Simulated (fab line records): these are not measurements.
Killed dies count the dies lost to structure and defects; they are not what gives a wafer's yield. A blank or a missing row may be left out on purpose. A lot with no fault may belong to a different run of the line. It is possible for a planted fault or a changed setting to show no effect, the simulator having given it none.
Check for tools in common + flow gf180mcu + 42 wafers sampled across 14 lots

## THE REASON FOR OPENING IT
2 of 14 lots carry a flag on the reading MVPSD_TW at GF_MVPSD_TW_MEAS_11. Wafers without a fault read 556, standard deviation 4.6.
Rule: a lot is flagged when every wafer of it that has a number lies more than 4 standard deviations from that mean, or none has a number. All remaining lots are regarded as sound.

| lot  | measured     | on            | MVPSD_TW, wafer by wafer | flag    |
|------|--------------|---------------|--------------------------|---------|
| L796 | day 5 04:59  | film_metro-02 | 563 562 564              |         |
| L797 | day 5 12:20  | film_metro-01 | 554 554 550              |         |
| L798 | day 5 14:00  | film_metro-03 | 557 556 558              |         |
| L799 | day 5 18:44  | film_metro-02 | 559 563 561              |         |
| L801 | day 6 04:21  | film_metro-02 | 563 565 565              |         |
| L805 | day 7 05:53  | film_metro-01 | 559 553 556              |         |
| L807 | day 7 16:11  | film_metro-01 | 553 556 552              |         |
| L809 | day 8 06:17  | film_metro-01 | 554 552 556              |         |
| L811 | day 8 17:08  | film_metro-02 | 559 561 561              |         |
| L812 | day 9 00:49  | film_metro-01 | 551 551 554              |         |
| L813 | day 9 04:53  | film_metro-02 | 702 700 703              | FLAGGED |
| L814 | day 9 10:53  | film_metro-01 | 690 691 689              | FLAGGED |
| L815 | day 9 17:47  | film_metro-01 | 552 552 549              |         |
| L819 | day 10 16:26 | film_metro-01 | 551 552 551              |         |
Average over the flagged lots: 696; offset from the usual +140, equal to +30 standard deviations.

## TOOL THAT RAN EACH LOT
The record holds 1 process step before the reading, out of a route of 602 steps. Each cell gives the tool, then ch followed by the chambers the sampled wafers passed through, then the start.
| lot  | flag    | GF_LVPWELL_COAT_02               |
|------|---------|----------------------------------|
| L796 |         | litho_track-01 ch 0, day 3 17:40 |
| L797 |         | litho_track-01 ch 0, day 4 00:25 |
| L798 |         | litho_track-04 ch 0, day 4 02:59 |
| L799 |         | litho_track-03 ch 0, day 4 06:16 |
| L801 |         | litho_track-01 ch 0, day 4 17:00 |
| L805 |         | litho_track-03 ch 0, day 5 15:15 |
| L807 |         | litho_track-01 ch 0, day 6 01:29 |
| L809 |         | litho_track-04 ch 0, day 6 13:55 |
| L811 |         | litho_track-04 ch 0, day 6 23:01 |
| L812 |         | litho_track-03 ch 0, day 7 06:35 |
| L813 | FLAGGED | litho_track-04, day 7 11:41      |
| L814 | FLAGGED | litho_track-01, day 7 16:28      |
| L815 |         | litho_track-04 ch 0, day 7 22:26 |
| L819 |         | litho_track-04 ch 0, day 8 20:38 |
These steps, and what they do:
- GF_LVPWELL_COAT_02: resist thk 3000 nm.
- GF_MVPSD_TW_MEAS_11

## FLAGGED OVER TOTAL, TOOL BY TOOL (the gauges that took the reading come last)
| step                | tool           | lots run | flagged | share of the flagged lots | sound lots run after its first flagged lot |
|---------------------|----------------|----------|---------|---------------------------|--------------------------------------------|
| GF_LVPWELL_COAT_02  | litho_track-01 | 5        | 1       | some                      | 0                                          |
| GF_LVPWELL_COAT_02  | litho_track-03 | 3        | 0       | none                      | -                                          |
| GF_LVPWELL_COAT_02  | litho_track-04 | 6        | 1       | some                      | 2 (L815,L819)                              |
| GF_MVPSD_TW_MEAS_11 | film_metro-01  | 8        | 1       | some                      | 2 (L815,L819)                              |
| GF_MVPSD_TW_MEAS_11 | film_metro-02  | 5        | 1       | some                      | 0                                          |
| GF_MVPSD_TW_MEAS_11 | film_metro-03  | 1        | 0       | none                      | -                                          |

## WHAT THE TABLE ALLOWS
No row of the table ran every flagged lot.

## WHAT WAS PUT IN BY THE SIMULATOR
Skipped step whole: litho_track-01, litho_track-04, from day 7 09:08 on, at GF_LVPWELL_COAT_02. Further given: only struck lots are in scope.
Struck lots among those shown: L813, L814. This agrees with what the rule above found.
